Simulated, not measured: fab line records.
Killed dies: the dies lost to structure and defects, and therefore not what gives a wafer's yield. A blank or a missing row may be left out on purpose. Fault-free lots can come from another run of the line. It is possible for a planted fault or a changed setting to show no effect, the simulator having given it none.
Which tool did it?    flow gf180mcu    13 lots with 39 wafers sampled at 4 steps, on a route of 602 steps

WHAT THE GAUGES SHOWED, per wafer
GF_STI_THK_MEAS_30. Usual: for STI_OXIDATION_02_THK the level is 9.98 nm and the standard deviation is 0.18.
lot   measured     on             STI_OXIDATION_02_THK (nm)  flag
L225  day 2 16:41  film-metro-01  10.03 9.99 9.97            
L227  day 3 06:50  film-metro-02  15.68 15.74 16.15          OFF
L228  day 3 09:28  film-metro-02  15.74 15.80 15.78          OFF
L230  day 3 18:00  film-metro-01  10.13 10.15 10.34          
L236  day 5 01:56  film-metro-02  9.88 10.06 10.11           
L237  day 5 06:52  film-metro-03  9.62 9.63 9.62             
L238  day 5 12:07  film-metro-03  9.88 9.83 9.99             
L239  day 5 16:24  film-metro-03  9.92 10.01 10.01           
L241  day 6 03:49  film-metro-03  10.37 10.54 10.36          
L243  day 6 15:01  film-metro-03  9.80 9.68 9.71             
L244  day 6 18:52  film-metro-03  10.06 9.91 9.85            
L245  day 7 00:39  film-metro-03  9.68 9.79 9.68             
L246  day 7 07:15  film-metro-02  10.29 10.26 10.24          

GF_HV_LDD_THK_MEAS_57. Usual: for HV_LDD_CVD_56_THK the level is 89.9 nm and the standard deviation is 0.87.
lot   measured      on             HV_LDD_CVD_56_THK (nm)  flag
L225  day 13 04:02  film-metro-04  88.8 88.8 89.6          
L227  day 13 21:42  film-metro-03  90.0 90.4 90.5          
L228  day 14 01:49  film-metro-03  90.0 89.8 90.1          
L230  day 14 19:38  film-metro-04  90.2 89.6 90.4          
L236  day 16 18:17  film-metro-04  88.9 89.4 89.4          
L237  day 17 01:52  film-metro-03  91.4 92.2 91.8          
L238  day 17 11:55  film-metro-03  89.3 89.0 89.1          
L239  day 17 15:16  film-metro-03  90.4 90.1 90.1          
L241  day 18 11:54  film-metro-03  90.8 91.0 91.2          
L243  day 19 01:42  film-metro-03  90.1 90.9 90.8          
L244  day 19 09:35  film-metro-04  89.6 90.1 89.6          
L245  day 19 19:42  film-metro-04  88.4 88.1 87.8          
L246  day 20 14:57  film-metro-02  89.7 89.3 89.6          

GF_M1_RS_MEAS_05: a four-point-probe measurement. Usual: for M1_ALCU_RS the level is 0.0696 ohm/sq and the standard deviation is 0.00096.
lot   measured      on             M1_ALCU_RS (ohm/sq)   flag
L225  day 16 20:40  film-metro-04  0.0696 0.0688 0.0691  
L227  day 17 14:31  film-metro-04  0.0698 0.0703 0.0695  
L228  day 17 20:07  film-metro-03  0.0701 0.0711 0.0698  
L230  day 18 14:55  film-metro-01  0.0692 0.0698 0.0688  
L236  day 20 19:43  film-metro-03  0.0695 0.0704 0.0684  
L237  day 21 04:24  film-metro-03  0.0700 0.0684 0.0684  
L238  day 21 15:12  film-metro-03  0.0674 0.0687 0.0679  
L239  day 21 18:34  film-metro-01  0.0712 0.0701 0.0697  
L241  day 22 16:38  film-metro-03  0.0699 0.0686 0.0698  
L243  day 23 04:12  film-metro-03  0.0698 0.0696 0.0709  
L244  day 23 12:40  film-metro-03  0.0699 0.0714 0.0711  
L245  day 23 21:07  film-metro-01  0.0709 0.0707 0.0697  
L246  day 24 14:32  film-metro-04  0.0675 0.0680 0.0685  

WHICH TOOL RAN EACH LOT (tool, then ch and the chambers of the sampled wafers, then the start)
lot   GF_STI_OXIDATION_29
L225  furnace-01 ch 0, day 2 15:17
L227  furnace-01 ch 0, day 3 02:50
L228  furnace-01 ch 0, day 3 06:28 and furnace-02 ch 0, day 3 08:04
L230  furnace-02 ch 0, day 3 16:37
L236  furnace-02 ch 0, day 5 00:32
L237  furnace-02 ch 0, day 5 05:28
L238  furnace-01 ch 0, day 5 10:44
L239  furnace-02 ch 0, day 5 15:00
L241  furnace-01 ch 0, day 6 02:25
L243  furnace-02 ch 0, day 6 13:37
L244  furnace-01 ch 0, day 6 17:28
L245  furnace-02 ch 0, day 6 23:15
L246  furnace-02 ch 0, day 7 05:52
- GF_STI_OXIDATION_29: stabilise 600 s, purge 300 s, target thk 10 nm.

WHAT THE TOOLS THEMSELVES READ (means of the sampled wafers that have a number; where no wafer has one, the mark that the record gives instead)
GF_STI_OXIDATION_29. Usual: ox-temp-c-max 904.2, standard deviation 0.75; spike-tc-lower-C 899.9 C, standard deviation 0.96.
lot   tool                   ox-temp-c-max  spike-tc-lower-C (C)  flag
L225  furnace-01             904.4          900.1                 
L227  furnace-01             904.4          900.0                 
L228  furnace-01/furnace-02  903.6          899.8                 
L230  furnace-02             904.2          899.7                 
L236  furnace-02             905.1          900.8                 
L237  furnace-02             904.8          900.2                 
L238  furnace-01             904.2          900.1                 
L239  furnace-02             903.9          900.8                 
L241  furnace-01             903.1          899.8                 
L243  furnace-02             903.7          899.7                 
L244  furnace-01             903.6          900.3                 
L245  furnace-02             904.8          899.9                 
L246  furnace-02             904.3          899.7                 

THE ANSWER, worked out from the rows above alone
Rule: a lot counts as off when the mean over its wafers that have a number is more than 3 standard deviations away from the usual mean. A lot without any number at a reading at which 4 lots or more have one is off too. The other lots that the step has rows for count as sound. First the gauges in route order, then the tools' own readings, where a lot's mean is used as printed above. The first step at which some lot is off is used, and at that step the reading that is off furthest; a lot without a number counts as furthest.
Off: L227, L228, seen at GF_STI_THK_MEAS_30 (STI_OXIDATION_02_THK).
A tool fits if, at a process step before that reading, it ran every lot that is off, and no sound lot after the first of them. Gauges at GF_STI_THK_MEAS_30: tried the same way as those tools. No candidate that was tried fits.

WHAT THE SIMULATOR HAD PUT IN
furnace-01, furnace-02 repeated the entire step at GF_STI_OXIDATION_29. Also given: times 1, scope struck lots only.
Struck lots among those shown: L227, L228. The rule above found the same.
